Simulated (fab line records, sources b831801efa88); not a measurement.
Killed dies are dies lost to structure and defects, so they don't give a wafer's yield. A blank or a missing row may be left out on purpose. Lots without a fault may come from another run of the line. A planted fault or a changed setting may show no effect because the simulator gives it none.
Which tool did it? | flow sky130 | 12 lots, 34 wafers sampled, at 4 steps of a route of 708

WHAT THE GAUGES READ, wafer by wafer
SKY_FIELD_ISO_THK_MEAS_02. Usual: FIELD_ISO_OXIDATION_00_THK 11.07 nm, standard deviation 0.23.
lot  | measured    | on            | FIELD_ISO_OXIDATION_00_THK (nm) | flag
L155 | day 1 11:49 | film_metro-04 | 10.98 11.14 10.99               |
L157 | day 1 21:47 | film_metro-03 | 11.47 11.17 11.35               |
L158 | day 2 03:19 | film_metro-04 | 10.83 11.00 11.03               |
L159 | day 2 07:50 | film_metro-03 | 11.11 11.04 11.21               |
L161 | day 2 18:35 | film_metro-04 | 10.73 10.52 10.77               |
L163 | day 3 05:41 | film_metro-04 | 11.02 10.91                     |
L164 | day 3 09:58 | film_metro-01 | 11.15 11.26                     |
L166 | day 3 19:02 | film_metro-04 | 11.42 11.32 11.64               |
L172 | day 5 00:55 | film_metro-04 | 11.11 11.00 11.39               |
L175 | day 5 15:38 | film_metro-04 | 10.84 11.04 11.05               |
L176 | day 5 23:12 | film_metro-01 | 10.71 10.57 10.72               |
L178 | day 6 06:38 | film_metro-03 | 11.08 11.10 11.29               |

SKY_LDD_HVN_TW_MEAS_10. Usual: LDD_HVN_TW 1432, standard deviation 7.4.
lot  | measured     | on            | LDD_HVN_TW     | flag
L155 | day 20 02:53 | film_metro-04 | 1424 1421 1420 |
L157 | day 21 01:13 | film_metro-04 | 1435 1433 1428 |
L158 | day 21 05:23 | film_metro-04 | 1438 1433 1428 |
L159 | day 22 03:28 | film_metro-04 | 1421 1423 1416 |
L161 | day 22 20:38 | film_metro-02 | 1434 1437 1436 |
L163 | day 23 10:39 | film_metro-02 | 1478 1480      | OFF
L164 | day 23 16:55 | film_metro-02 | 1472 1479      | OFF
L166 | day 24 10:13 | film_metro-02 | 1471 1464 1463 | OFF
L172 | day 26 15:46 | film_metro-01 | 1437 1442 1432 |
L175 | day 27 12:31 | film_metro-02 | 1437 1427 1435 |
L176 | day 28 00:11 | film_metro-02 | 1433 1432 1424 |
L178 | day 29 03:34 | film_metro-01 | 1438 1437 1451 |

WHICH TOOL RAN EACH LOT (tool, then ch and the chambers of the sampled wafers, then the start)
lot  | SKY_VT_ADJUST_LVTN_STRIP_09          | SKY_LDD_HVN_IMPLANT_08
L155 | plasma_asher-02 ch 0,1, day 6 18:52  | implanter-02 ch 0, day 20 02:38
L157 | plasma_asher-02 ch 0,1, day 7 13:25  | implanter-03 ch 0, day 21 00:58
L158 | plasma_asher-01 ch 0, day 7 16:05    | implanter-01 ch 0, day 21 05:09
L159 | plasma_asher-01 ch 0,1, day 8 02:35  | implanter-02 ch 0, day 22 03:13
L161 | plasma_asher-04 ch 0,1, day 8 14:52  | implanter-01 ch 0, day 22 20:25
L163 | plasma_asher-04 ch 0, day 9 03:42    | implanter-01 ch 0, day 23 10:26
L164 | plasma_asher-04 ch 1, day 9 06:52    | implanter-01 ch 0, day 23 16:40
L166 | plasma_asher-02 ch 0,1, day 9 21:31  | implanter-01 ch 0, day 24 09:58
L172 | plasma_asher-02 ch 0,1, day 11 15:46 | implanter-03 ch 0, day 26 15:31
L175 | plasma_asher-02 ch 0,1, day 12 07:53 | implanter-02 ch 0, day 27 12:16
L176 | plasma_asher-02 ch 0,1, day 12 13:54 | implanter-02 ch 0, day 27 23:58
L178 | plasma_asher-01 ch 0,1, day 13 17:10 | implanter-03 ch 0, day 29 03:19
- SKY_VT_ADJUST_LVTN_STRIP_09: strips in O2/N2.
- SKY_LDD_HVN_IMPLANT_08

WHAT THE TOOLS THEMSELVES READ (means of the sampled wafers that have a number; where no wafer has one, the mark that the record gives instead)
SKY_VT_ADJUST_LVTN_STRIP_09. Usual: chamber_pressure_mTorr 1500.0 mTorr, standard deviation 1.4; drypump_motor_current_A 5.8 A, standard deviation 0.41; oes_product_au 0.722 a.u., standard deviation 0.0044; strip_time_to_endpoint_s 36.95 s, standard deviation 0.092.
lot  | tool            | chamber_pressure_mTorr (mTorr) | drypump_motor_current_A (A) | oes_product_au (a.u.) | strip_time_to_endpoint_s (s) | flag
L155 | plasma_asher-02 | 1499.4                         | 5.7                         | 0.721                 | 36.91                        |
L157 | plasma_asher-02 | 1500.5                         | 5.8                         | 0.725                 | 37.01                        |
L158 | plasma_asher-01 | 1501.6                         | 6.0                         | 0.725                 | 36.94                        |
L159 | plasma_asher-01 | 1500.8                         | 5.9                         | 0.724                 | 36.97                        |
L161 | plasma_asher-04 | 1499.0                         | 5.8                         | 0.719                 | 36.90                        |
L163 | plasma_asher-04 | 1499.9                         | 5.4                         | 0.728                 | 36.92                        |
L164 | plasma_asher-04 | 1496.6                         | 6.7                         | 0.726                 | 36.92                        |
L166 | plasma_asher-02 | 1501.4                         | 5.8                         | 0.723                 | 37.03                        |
L172 | plasma_asher-02 | 1500.5                         | 5.8                         | 0.723                 | 36.88                        |
L175 | plasma_asher-02 | 1499.5                         | 5.7                         | 0.722                 | 36.85                        |
L176 | plasma_asher-02 | 1499.8                         | 5.8                         | 0.723                 | 37.05                        |
L178 | plasma_asher-01 | 1500.2                         | 5.9                         | 0.722                 | 37.03                        |

SKY_LDD_HVN_IMPLANT_08. Usual: beam_on_s 9.99 s, standard deviation 0.18; faraday_current_uA 169, standard deviation 3.
lot  | tool         | beam_on_s (s) | faraday_current_uA | flag
L155 | implanter-02 | 10.06         | 168                |
L157 | implanter-03 | 9.91          | 171                |
L158 | implanter-01 | 9.82          | 172                |
L159 | implanter-02 | 10.12         | 167                |
L161 | implanter-01 | 10.25         | 165                |
L163 | implanter-01 | 10.79         | 156                | OFF
L164 | implanter-01 | 10.88         | 156                | OFF
L166 | implanter-01 | 10.86         | 155                | OFF
L172 | implanter-03 | 9.99          | 169                |
L175 | implanter-02 | 9.91          | 171                |
L176 | implanter-02 | 9.98          | 169                |
L178 | implanter-03 | 9.84          | 172                |

THE ANSWER, worked out from the rows above alone
Rule: a lot is off if the mean of its wafers that have a number lies more than 3 standard deviations from the usual mean. A lot without any number at a reading at which 4 lots or more have one is off too. The other lots that the step has rows for count as sound. The gauges are gone through in route order, then the tools' own readings, and for those a lot's mean is taken as printed above. The first step at which some lot is off is used, and at that step the reading that is off furthest; a lot without a number counts as furthest.
Off: L163, L164, L166, at SKY_LDD_HVN_TW_MEAS_10 (LDD_HVN_TW).
A tool fits if, at a process step before that reading, it ran every lot that is off, and no sound lot after the first of them. The gauges at SKY_LDD_HVN_TW_MEAS_10 aren't tried: what is off there is off at SKY_LDD_HVN_IMPLANT_08 too, on other tools, and a gauge's error can't cause that. One fits: implanter-01 at SKY_LDD_HVN_IMPLANT_08. Its last sound lot is L161 (day 22 20:25), its first lot that is off L163 (day 23 10:26): a fault that began between those two fits.
The tool's own readings at SKY_LDD_HVN_IMPLANT_08 bear it out: on the lots that are off they differ by more than 5 times the standard deviation of the sound lots' means. beam_on_s reads 10.84 s there against 9.99 s on the sound lots; faraday_current_uA reads 156 there against 169 on the sound lots.

WHAT THE SIMULATOR HAD PUT IN
Process parameter drift: implanter-01, from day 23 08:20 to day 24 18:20, at SKY_LDD_HVN_IMPLANT_08. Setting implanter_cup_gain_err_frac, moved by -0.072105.
Lots struck among those shown: L163, L164, L166. The rule above found the same.
